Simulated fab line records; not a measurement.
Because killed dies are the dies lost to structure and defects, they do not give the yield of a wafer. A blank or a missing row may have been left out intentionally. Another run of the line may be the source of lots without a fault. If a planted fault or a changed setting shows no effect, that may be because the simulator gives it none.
The same fault as seen by 2 desks :: flow gf180mcu :: every desk sees just its own numbers, and what lay behind them comes last

METROLOGY DESK
What the gauges read for every lot (on any tool): the sampled wafers with a number, averaged. Any lot whose mean is over 4 standard deviations away from the usual mean is out of limits and marked OUT; that distance is given in the brackets.
Columns: A = STI_OXIDATION_THK at GF_STI_THK_MEAS_02, usual 10.04 nm; B = STI_CVD_03_THK at GF_STI_THK_MEAS_04, usual 206.9 nm; C = LVPWELL_OVL at GF_LVPWELL_OVL_MEAS_07, usual -0.1 nm; D = VT_IMPLANT_TW at GF_VT_IMPLANT_TW_MEAS_10, usual 561
lot: L113
first seen here: day 1 12:06
A: 10.20
B: 208.0
C: 0.6
D: 570

lot: L114
first seen here: day 1 16:31
A: 9.92
B: 206.9
C: 0.2
D: 557

lot: L116
first seen here: day 2 02:37
A: 10.34
B: 204.5
C: 1.7
D: 561

lot: L124
first seen here: day 3 19:07
A: 10.13
B: 157.6 (-27) OUT
C: 0.6
D: 560

lot: L125
first seen here: day 3 23:31
A: 10.06
B: 204.1
C: -0.2
D: 556

lot: L126
first seen here: day 4 05:29
A: 10.18
B: 205.7
C: -1.0
D: 556

lot: L127
first seen here: day 4 11:17
A: 10.06
B: 204.9
C: 0.1
D: 565

lot: L128
first seen here: day 4 14:31
A: 10.29
B: 207.4
C: 1.4
D: 557

lot: L130
first seen here: day 5 00:59
A: 9.86
B: 206.5
C: 0.5
D: 557

lot: L133
first seen here: day 5 22:53
A: 9.96
B: 208.0
C: 1.3
D: 555

lot: L134
first seen here: day 5 22:53
A: 9.81
B: 209.3
C: -0.0
D: 558

lot: L136
first seen here: day 6 08:42
A: 9.86
B: 206.3
C: 0.3
D: 568
Finding of this desk: L124 out of limits, first seen on L124 at day 3 21:10 (STI_CVD_03_THK at GF_STI_THK_MEAS_04). L113, L114, L116, L125, L126, L127, L128, L130, L133, L134, L136 stayed within limits.

DESK OF THE TOOL OWNER: lpcvd-01
The tool's own readings at GF_STI_CVD_03 (deposits Si3N4 from DCS/NH3, target thk 207.16 nm, time 3551 s): means of the sampled wafers that have a number, for each lot that ran on this tool. Any lot whose mean is over 4 standard deviations away from the usual mean is out of limits and marked OUT; that distance is given in the brackets.
Columns: A = susceptor-temp-C at GF_STI_CVD_03, usual 770.0 C; B = zone-power-bottom-pct at GF_STI_CVD_03, usual 20.5 %
lot: L113
first seen here: day 1 12:10
A: 769.8
B: 23.0

lot: L114
first seen here: day 1 16:38
A: 770.1
B: 23.1

lot: L116
first seen here: day 2 02:40
A: 769.6
B: 17.0

lot: L124
first seen here: day 3 19:11
A: 769.8
B: 23.0

lot: L125
first seen here: day 3 23:34
A: 770.5
B: 17.0

lot: L126
first seen here: day 4 05:31
A: 770.2
B: 16.8
Result from this desk: across the 6 lots, nothing is out of limits.

BROUGHT TOGETHER
The metrology desk could have raised an alarm at day 3 21:10, on L124.
Nothing out of limits was seen by the tool owner's desk.
On record at the tool owner's desk: L124, within its limits.
The lots listed all ran GF_STI_CVD_03 on lpcvd-01.

WHAT THE SIMULATOR HAD INSERTED
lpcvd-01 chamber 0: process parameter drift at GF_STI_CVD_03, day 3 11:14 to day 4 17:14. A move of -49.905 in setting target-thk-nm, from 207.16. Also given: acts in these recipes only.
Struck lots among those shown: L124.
Per desk, hours elapsed from the start of the fault to the first reading out of limits: for the metrology desk, 10.
